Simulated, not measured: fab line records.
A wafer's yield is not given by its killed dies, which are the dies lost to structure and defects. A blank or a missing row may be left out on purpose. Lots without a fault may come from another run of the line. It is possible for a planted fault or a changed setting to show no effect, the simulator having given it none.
Chamber matching    flow sky130    4 sister chambers for SKY_VIA3_ETCH_15 on rie_diel-02
The step etches SiO2 in C4F8/O2/Ar, stops on TiN, target depth 507 nm, time 78 s. 18 wafers are shown with their chamber, then 9 later ones without.

## WAFERS PAIRED WITH THEIR CHAMBERS
wafer   chamber  oes_product_au (a.u.)
L075.3  3        0.943
L075.4  0        0.958
L075.5  1        0.957
L078.3  2        0.958
L078.4  0        0.952
L078.6  0        0.958
L079.1  1        0.958
L079.3  0        0.952
L079.5  1        0.950
L084.1  0        0.953
L084.2  2        0.953
L084.3  3        0.958
L088.2  2        0.952
L088.3  3        0.959
L088.5  0        0.960
L090.4  2        0.947
L090.5  1        0.951
L090.6  0        0.949

SIGNATURES, as means of the wafers listed above
reading         chamber 0  chamber 1  chamber 2  chamber 3  scatter within a chamber
oes_product_au  0.95457    0.95400    0.95250    0.95333    0.00515
Rule: a wafer's distance from a chamber is the root of the sum, over the readings, of the square of ((its reading less the chamber's mean) divided by the reading's scatter). If the next closest chamber is less than 2 further off than the closest, the wafer can't be placed; otherwise it belongs to the closest. The scatter: take each reading less its chamber's mean, square it, sum over the shown wafers, divide by the number of wafers less the number of chambers, and take the root.

## WAFERS MISSING THEIR CHAMBER
wafer   oes_product_au (a.u.)
L092.3  0.958
L092.4  0.950
L092.6  0.958
L096.3  0.956
L096.4  0.954
L096.5  0.950
L097.2  0.957
L097.3  0.956
L097.5  0.945

## WHICH CHAMBER EACH ONE RAN IN
wafer   from the rows above                in truth
L092.3  can't be placed: 0 or 1 or 3 or 2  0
L092.4  can't be placed: 2 or 3 or 1 or 0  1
L092.6  can't be placed: 0 or 1 or 3 or 2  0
L096.3  can't be placed: 0 or 1 or 3 or 2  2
L096.4  can't be placed: 1 or 0 or 3 or 2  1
L096.5  can't be placed: 2 or 3 or 1 or 0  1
L097.2  can't be placed: 0 or 1 or 3 or 2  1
L097.3  can't be placed: 0 or 1 or 3 or 2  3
L097.5  can't be placed: 2 or 3 or 1 or 0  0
Correctly placed: 0 of 9. From these rows, 9 cannot be placed; in 9 the true chamber is one of the candidates. Wrongly placed: 0.
